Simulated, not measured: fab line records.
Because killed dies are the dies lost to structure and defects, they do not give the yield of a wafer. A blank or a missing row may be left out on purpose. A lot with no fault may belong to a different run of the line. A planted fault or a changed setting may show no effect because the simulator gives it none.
Comparing a struck lot with a sound one || flow gf180mcu || 17 steps out of a route of 602
Sound: the wafers L803.1, L803.4, L803.6. Struck: wafers L814.5, L814.6. The cause comes at the end.
At each step with rows: each side's tool, then ch and its chambers, then its first start. Under that, the readings that differ: sound wafers || struck wafers || difference of the means || sigmas: that difference in standard deviations of wafers without a fault.
alike: readings whose means differ by less than 2 such deviations, and words and numbers that are the same on both sides. not compared: withheld readings, readings that some wafer has no value for, bounds like >300 that may hide the same value, and numbers for which the record gives no deviation and whose values overlap.
Wherever a step has rows on one side only, a row that says differs or no value, or a row with sigmas, the two part there. Numbers that don't overlap but have no deviation are shown without sigmas and don't part them. Lack of a reading on every wafer of one side parts them only where that side has two or more wafers.

first, 4 steps without rows for these wafers: GF_M2_SOFTBAKE_10 (time 60 s); GF_M2_EXPOSE_11 (exposes mask Metal2, target cd 280 nm); GF_M2_PEB_12 (peb time 90 s); GF_M2_DEVELOP_13 (develop time 60 s).
GF_M2_CD_MEAS_14: target cd 280 nm.
  sound on cd sem-02, day 18 23:35; struck on cd sem-01, day 23 07:37
{"reading": "cd nm (nm)", "sound": "279.3 279.6 279.8", "struck": "282.7 282.1", "difference": "+2.8", "sigmas": "+2"}
GF_M2_OVL_MEAS_15:
  sound on overlay-02, day 18 23:43; struck on overlay-01, day 23 07:41
  alike: M2_OVL
GF_M2_METAL_ETCH_16: etches the open film in Cl2/BCl3, stops on SiO2, target depth 750.8 nm, time 125.1 s.
  sound on rie metal-04 ch 0, day 18 23:44; struck on rie metal-04 ch 0,1, day 23 07:47
  alike: drypump motor current A, oes product au, throttle valve pct
  not compared: rf hours counter h
GF_M2_STRIP_17: strips in O2/N2.
  sound on plasma asher-04 ch 0,1, day 18 23:52; struck on plasma asher-03 ch 0,1, day 23 07:53
  alike: drypump motor current A, heater power w, oes product au, strip time to endpoint s
  not compared: rf hours counter h
then, 3 steps without rows for these wafers: GF_M2_STRIP_18 (strips in post etch residue remover, time 1200 s); GF_M2_CLEAN_19 (cleans in DIW); GF_V2_CVD_00 (deposits SiO2, target thk 600 nm, time 100 s).
GF_V2_THK_MEAS_01:
  sound on film metro-01, day 19 00:29; struck on film metro-03, day 23 08:28
  alike: V2_CVD_00_THK
GF_V2_CVD_02: deposits SiO2 from TEOS, target thk 850 nm, time 94.851 s.
  sound on pecvd-04 ch 0,1, day 19 00:32; struck on pecvd-04 ch 0,1, day 23 08:31
{"reading": "model.SiO2_of_V2_CVD_02.thk nm (nm)", "sound": "852.8 864.6 857", "struck": "789.5 774.3", "difference": -76.2, "sigmas": ""}
  alike: heater power w
GF_V2_THK_MEAS_03:
  sound on film metro-02, day 19 00:37; struck on film metro-01, day 23 08:49
{"reading": "V2_CVD_02_THK (nm)", "sound": "852 865 857", "struck": "790 774", "difference": -76, "sigmas": -6}
  not compared: hold
GF_V2_CMP_04: polishes SiO2.
  sound on cmp-01 ch 1,2, day 19 00:40; struck on cmp-02 ch 2,3, day 23 18:48
{"reading": "hold", "sound": "- - -", "struck": "await dispo/9.8h/release await dispo/9.8h/release", "difference": "no value on the sound wafers", "sigmas": ""}
{"reading": "time to endpoint s (s)", "sound": "77 83 82", "struck": "58 53", "difference": -25, "sigmas": -5}
  alike: motor current A
GF_V2_BOW_MEAS_05:
  sound on film metro-02, day 19 00:58; struck on film metro-02, day 23 18:59
  alike: V2_BOW
-- the record jumps here: 8 days lie between the struck wafers' starts before and after (it left off in module V2 and takes up again in module PASSIVATION, whose first step shown is number 602 of the route) --
GF_PASSIVATION_PROBE_99:
  only the struck wafers here have rows in the record (prober-01, day 32 05:04); the sound ones have none

WHERE THEY PART
Earliest at GF_M2_CD_MEAS_14; latest, in this record, at GF_PASSIVATION_PROBE_99.

WHY: the cause the simulator had injected
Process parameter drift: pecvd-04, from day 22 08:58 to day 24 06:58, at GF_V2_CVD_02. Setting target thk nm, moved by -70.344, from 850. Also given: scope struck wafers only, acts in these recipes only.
